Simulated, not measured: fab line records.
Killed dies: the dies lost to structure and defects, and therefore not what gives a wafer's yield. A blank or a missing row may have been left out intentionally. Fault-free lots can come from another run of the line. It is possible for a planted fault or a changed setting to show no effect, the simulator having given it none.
The same fault as seen by 2 desks | flow sky130 | each desk holds nothing but its own numbers, with what lay behind them at the end

AT THE METROLOGY DESK
What the gauges read, lot by lot, whatever tool the lot ran on: means of the sampled wafers that have a number. Any lot whose mean is over 4 standard deviations away from the usual mean is out of limits and marked OUT; that distance is given in the brackets.
Columns: A = cd-nm at SKY_VT_ADJUST_NCORE_CD_MEAS_07, usual 379.8 nm; B = cd-nm at SKY_SONOS_TUNNEL_CD_MEAS_07, usual 410.4 nm; C = GATE_OXIDE_OXIDATION_00_THK at SKY_GATE_OXIDE_THK_MEAS_02, usual 10.25 nm
lot  | first seen here | A     | B     | C
L275 | day 9 05:31     | 377.2 | 411.7 | 10.34
L276 | day 9 06:38     | 376.6 | 408.8 | 10.19
L277 | day 10 03:24    | 378.3 | 412.1 | 10.36
L278 | day 10 03:40    | 382.2 | 411.0 | 10.25
L282 | day 10 21:38    | 381.6 | 411.8 | 10.09
L287 | day 11 22:48    | 376.5 | 413.0 | 10.32
L289 | day 12 17:58    | 375.8 | 407.8 | 10.18
L290 | day 13 02:23    | 381.3 | 413.2 | 10.26
L291 | day 13 10:29    | 376.8 | 408.5 | 10.15
L293 | day 13 19:56    | 380.3 | 408.6 | 10.25
L296 | day 15 07:08    | 379.4 | 415.1 | 10.24
L297 | day 15 09:41    | 379.6 | 410.6 | 10.30
L298 | day 15 11:29    | 378.0 | 410.9 | 10.31
This desk found nothing out of limits on any of the 13 lots.

FOR THE TOOL OWNER'S DESK: iline-stepper-02
The tool's own readings at SKY_SONOS_ONO_EXPOSE_10 (exposes mask ONOM, target cd 410 nm): means of the sampled wafers that have a number, for each lot that ran on this tool. Any lot whose mean is over 4 standard deviations away from the usual mean is out of limits and marked OUT; that distance is given in the brackets.
Columns: A = exposure-dose-mJ-cm2 at SKY_SONOS_ONO_EXPOSE_10, usual 151.75
lot  | first seen here | A
L278 | day 13 21:58    | 151.78
L277 | day 13 22:21    | 151.85
L282 | day 14 20:39    | 154.12 (+15) OUT
L287 | day 16 03:19    | 153.62 (+12) OUT
This desk's verdict: out of limits on L282, L287, starting with L282 at day 14 20:39 (exposure-dose-mJ-cm2 at SKY_SONOS_ONO_EXPOSE_10). In limits: L278, L277.

PUT TOGETHER
At day 14 20:39, on L282, L287, the tool owner's desk was in a position to raise an alarm.
Nothing out of limits was seen by the metrology desk.
The metrology desk has L282, L287 on record, within its limits.
Every lot named ran SKY_SONOS_ONO_EXPOSE_10 on iline-stepper-02.

WHAT HAD BEEN PUT IN BY THE SIMULATOR
Drift in process parameters on iline-stepper-02 at SKY_SONOS_ONO_EXPOSE_10, starting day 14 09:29. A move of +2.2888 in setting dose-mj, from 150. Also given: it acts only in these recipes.
Lots struck among those shown: L282, L287.
Time in hours from fault onset to the first out-of-limits reading at each desk: the tool owner's desk, 11.
